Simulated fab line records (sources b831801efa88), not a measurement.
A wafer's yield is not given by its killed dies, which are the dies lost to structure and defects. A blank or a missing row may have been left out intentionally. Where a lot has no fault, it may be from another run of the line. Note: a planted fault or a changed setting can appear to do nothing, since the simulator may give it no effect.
What tool caused it?	flow gf180mcu	Sampling: 11 lots, 32 wafers, 2 of 602 route steps

== WHAT THE GAUGES SHOWED, per wafer ==
GF_V4_THK_MEAS_01.
lot	measured	on	V4_CVD_00_THK (nm)
L740	day 23 12:48	film_metro-01	594 606 592
L741	day 24 02:51	film_metro-03	588 588 601
L750	day 27 00:32	film_metro-04	588 594 596
L751	day 27 10:40	film_metro-04	602 596
L754	day 28 09:07	film_metro-01	595 596 592
L756	day 28 21:49	film_metro-03	604 607 595
L759	day 29 19:01	film_metro-04	604 609 601
L760	day 29 21:56	film_metro-04	586 579 578
L762	day 30 09:32	film_metro-03	595 600 591
L761	day 30 12:49	film_metro-01	602 603 601
L763	day 30 18:10	film_metro-01	597 598 604

== WHICH TOOL RAN EACH LOT (tool, then ch and the chambers of the sampled wafers, then the start) ==
lot	GF_M4_SPUTTER_01
L740	pvd_sputter-04, day 22 13:05
L741	pvd_sputter-02, day 23 03:07
L750	pvd_sputter-01, day 26 02:41
L751	pvd_sputter-02, day 26 13:28
L754	pvd_sputter-02, day 27 09:55
L756	pvd_sputter-04, day 28 01:07
L759	pvd_sputter-01, day 28 22:26
L760	pvd_sputter-04, day 29 02:22
L762	pvd_sputter-02, day 29 13:31
L761	pvd_sputter-01, day 29 17:32
L763	pvd_sputter-04, day 29 22:58
- GF_M4_SPUTTER_01: material TiN, target thk 30 nm, time 25 s.

== THE ANSWER, worked out from the rows above alone ==
Rule: usual is defined by the lots themselves. The widest of any qualifying gaps counts: lots, ordered by their means at a reading, are off when they make up no more than a third of the lots, leave a main group of 4 or more, and stand apart from it by 3 or more times the standard deviation of that group's means. The tables above print the reading to a certain number of digits; a main group whose means all agree to those digits is not used. A lot without any number at a reading at which 4 lots or more have one is off too. Where the step has rows for the other lots, those lots are counted as sound.
No lot is off on any of the readings shown, so nothing can be concluded from this.

== WHAT THE SIMULATOR HAD INSERTED ==
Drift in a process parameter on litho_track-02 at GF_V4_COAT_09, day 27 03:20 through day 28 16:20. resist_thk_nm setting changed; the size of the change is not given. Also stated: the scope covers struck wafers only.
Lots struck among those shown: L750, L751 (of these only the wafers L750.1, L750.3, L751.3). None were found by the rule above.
